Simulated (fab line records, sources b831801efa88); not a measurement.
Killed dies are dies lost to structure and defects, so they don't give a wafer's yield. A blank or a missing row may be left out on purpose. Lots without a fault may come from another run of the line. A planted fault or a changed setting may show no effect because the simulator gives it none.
A struck lot beside a sound one | flow sfq_line | 42 steps out of a route of 325
Sound: wafers L889.1, L889.2, L889.5. Struck: wafer L901.6. (L901.2, L901.5 of the same lot were not struck and are left out.) The cause comes at the end.
At each step with rows: each side's tool, then ch and its chambers, then its first start. Under that, the readings that differ: sound wafers | struck wafers | difference of the means | sigmas: that difference in standard deviations of wafers without a fault.
alike: readings whose means differ by less than 2 such deviations, and words and numbers that are the same on both sides. not compared: withheld readings, readings that some wafer has no value for, bounds like >300 that may hide the same value, and numbers for which the record gives no deviation and whose values overlap.
The two part at a step that has a row with sigmas, a row that says differs or no value, or rows on one side only. Numbers that don't overlap but have no deviation are shown without sigmas and don't part them. A reading that every wafer of one side lacks parts them only if that side has two wafers or more.

first, 6 steps without rows for these wafers: SFQ_TRILAYER_I4_VIA_LITHO_COAT_108 (resist thk 62 nm); SFQ_TRILAYER_I4_VIA_LITHO_COAT_103 (resist thk 650 nm); SFQ_TRILAYER_I4_VIA_LITHO_SOFTBAKE_107; SFQ_TRILAYER_I4_VIA_LITHO_EXPOSE_104 (exposes mask I4, target cd 700 nm); SFQ_TRILAYER_I4_VIA_LITHO_PEB_106 (peb time 60 s); SFQ_TRILAYER_I4_VIA_LITHO_DEVELOP_105 (time 60 s).
SFQ_I4_OVL_MEAS_928:
  sound on overlay-02, day 55 14:26; struck on overlay-01, day 57 02:26
  alike: I4_OVL
SFQ_TRILAYER_I4_VIA_BARC_OPEN_VIA_ETCH_146: etches BARC in O2, target depth 125 nm, time 41.7 s.
  sound on rie_diel-03 ch 2,3, day 55 14:28; struck on rie_diel-03 ch 3, day 57 02:28
  alike: drypump_motor_current_A, oes_product_au
  not compared: rf_hours_counter_h
then, 4 steps without rows for these wafers: SFQ_TRILAYER_I4_VIA_ETCH_VIA_ETCH_106 (etches SiO2 in CHF3, stops on Nb, target depth 260 nm); SFQ_TRILAYER_I4_VIA_STRIP_STRIP_107 (strips in O2); SFQ_TRILAYER_I4_VIA_STRIP_SOLV_CLEAN_108 (cleans in NMP, time 600 s); SFQ_TRILAYER_JJ_TRILAYER_DEP_PRE_CLEAN_113 (time 22.5 s).
SFQ_TRILAYER_JJ_TRILAYER_DEP_SPUTTER_109: material Nb, target thk 150 nm, time 100 s.
  sound on pvd_sputter-05, day 55 15:26; struck on pvd_sputter-04, day 57 03:26
  reading                                                      | sound             | struck | difference | sigmas
  model.Nb_of_TRILAYER_JJ_TRILAYER_DEP_SPUTTER_109.thk_nm (nm) | 154.3 154.9 154.8 | 130.7  | -24.0      |
  alike: substrate_temp_c, throttle_valve_pct
then, 2 steps without rows for these wafers: SFQ_TRILAYER_JJ_TRILAYER_DEP_SPUTTER_110 (material Al, target thk 8 nm, time 10 s); SFQ_TRILAYER_JJ_TRILAYER_DEP_AL_OXIDATION_111 (oxidation time 600 s).
SFQ_TRILAYER_JJ_TRILAYER_DEP_SPUTTER_112: material Nb, target thk 170 nm, time 113.3 s.
  sound on pvd_sputter-05, day 55 16:31; struck on pvd_sputter-04, day 57 04:31
  alike: substrate_temp_c, throttle_valve_pct
SFQ_JJ_RS_MEAS_929: measures by four-point-probe.
  sound on film_metro-02, day 55 16:36; struck on film_metro-03, day 57 04:37
  alike: JJ_NB_RS
then, 6 steps without rows for these wafers: SFQ_TRILAYER_JJ_CE_LITHO_COAT_119 (resist thk 62 nm); SFQ_TRILAYER_JJ_CE_LITHO_COAT_114 (resist thk 600 nm); SFQ_TRILAYER_JJ_CE_LITHO_SOFTBAKE_118; SFQ_TRILAYER_JJ_CE_LITHO_EXPOSE_115 (exposes mask J5, target cd 700 nm); SFQ_TRILAYER_JJ_CE_LITHO_PEB_117 (peb time 60 s); SFQ_TRILAYER_JJ_CE_LITHO_DEVELOP_116 (time 60 s).
-- the record jumps here: 6 days lie between the struck wafers' starts before and after --
SFQ_JJ_OVL_MEAS_931:
  sound on overlay-02, day 55 20:26; struck on overlay-02, day 62 17:43
  alike: J5_OVL
SFQ_TRILAYER_JJ_CE_METRO_MEASURE_117:
  sound on cd_sem-02, day 55 20:28; struck on cd_sem-02, day 62 17:56
  alike: cd_nm
then, 3 steps without rows for these wafers: SFQ_TRILAYER_JJ_CE_BARC_OPEN_RIE_150 (chemistry O2, target BARC, target depth 240 nm, time 80 s); SFQ_TRILAYER_JJ_CE_ETCH_RIE_118 (chemistry SF6, target Nb, stops on Al2O3, time 97.7 s, target depth 170 nm); SFQ_TRILAYER_JJ_ANODIZE_ANODIZE_119.
SFQ_TRILAYER_JJ_CE_STRIP_STRIP_120: strips in O2.
  sound on rie_metal-04 ch 0,1, day 55 22:34; struck on rie_metal-04 ch 0, day 62 19:38
  alike: drypump_motor_current_A, he_backside_leak_sccm, oes_product_au
  not compared: rf_hours_counter_h
then, 7 steps without rows for these wafers: SFQ_TRILAYER_JJ_CE_STRIP_SOLV_CLEAN_121 (cleans in NMP, time 600 s); SFQ_TRILAYER_M5_LITHO_COAT_128 (resist thk 62 nm); SFQ_TRILAYER_M5_LITHO_COAT_123 (resist thk 600 nm); SFQ_TRILAYER_M5_LITHO_SOFTBAKE_127; SFQ_TRILAYER_M5_LITHO_EXPOSE_124 (exposes mask M5, target cd 700 nm); SFQ_TRILAYER_M5_LITHO_PEB_126 (peb time 60 s); SFQ_TRILAYER_M5_LITHO_DEVELOP_125 (time 60 s).
-- the record jumps here: 6 days lie between the struck wafers' starts before and after --
SFQ_M5_OVL_MEAS_932:
  sound on overlay-02, day 60 23:37; struck on overlay-01, day 68 10:09
  alike: M5_OVL
SFQ_TRILAYER_M5_BARC_OPEN_METAL_ETCH_161: etches BARC in O2, target depth 125 nm, time 41.7 s.
  sound on rie_metal-04 ch 0,1, day 60 23:39; struck on rie_metal-02 ch 0, day 68 10:11
  reading                     | sound       | struck | difference | sigmas
  drypump_motor_current_A (A) | 6.2 6.0 6.2 | 5.4    | -0.7       | -2
  alike: he_backside_leak_sccm, oes_product_au
  not compared: rf_hours_counter_h
SFQ_TRILAYER_M5_ETCH_METAL_ETCH_126: etches Nb in Cl2/BCl3, stops on SiO2, time 203.2 s, target depth 265 nm.
  sound on rie_metal-04 ch 0,1, day 60 23:43; struck on rie_metal-02 ch 0, day 68 10:14
  reading                        | sound             | struck | difference | sigmas
  drypump_motor_current_A (A)    | 6.3 6.0 6.2       | 5.4    | -0.8       | -2
  oes_product_au (a.u.)          | 0.729 0.741 0.738 | 0.681  | -0.055     | -9
  model.etch.depth_nm (nm)       | 154.3 154.9 154.8 | 130.7  | -24.0      |
  model.M5.feature_depth_nm (nm) | 166.7 167.4 167.3 | 143.2  | -23.9      |
  alike: he_backside_leak_sccm
  not compared: rf_hours_counter_h
then, 2 steps without rows for these wafers: SFQ_TRILAYER_M5_STRIP_STRIP_127 (strips in O2); SFQ_TRILAYER_M5_STRIP_SOLV_CLEAN_128 (cleans in NMP, time 600 s).
-- the record jumps here: 21 days lie between the struck wafers' starts before and after --
SFQ_M8_BOW_MEAS_951:
  sound on film_metro-03, day 83 18:45; struck on film_metro-03, day 89 18:52
  reading                 | sound             | struck | difference | sigmas
  model.etest.m5.ohm_um   | 1.652 1.651 1.642 | 1.947  | +0.299     |
  model.etest.i4.link_ohm | 2.143 2.139 2.136 | 2.352  | +0.213     |
  model.etest.m5.ohm_sq   | 1.157 1.153 1.153 | 1.366  | +0.212     |
  model.etest.i5.link_ohm | 2.219 2.213 2.218 | 2.452  | +0.235     |
  alike: M8_BOW

WHERE THEY PART
First at SFQ_TRILAYER_M5_BARC_OPEN_METAL_ETCH_161; last, within this record, at SFQ_TRILAYER_M5_ETCH_METAL_ETCH_126. Later steps at which nothing parts them and some readings are alike: SFQ_M8_BOW_MEAS_951.

WHY: what the simulator had put in
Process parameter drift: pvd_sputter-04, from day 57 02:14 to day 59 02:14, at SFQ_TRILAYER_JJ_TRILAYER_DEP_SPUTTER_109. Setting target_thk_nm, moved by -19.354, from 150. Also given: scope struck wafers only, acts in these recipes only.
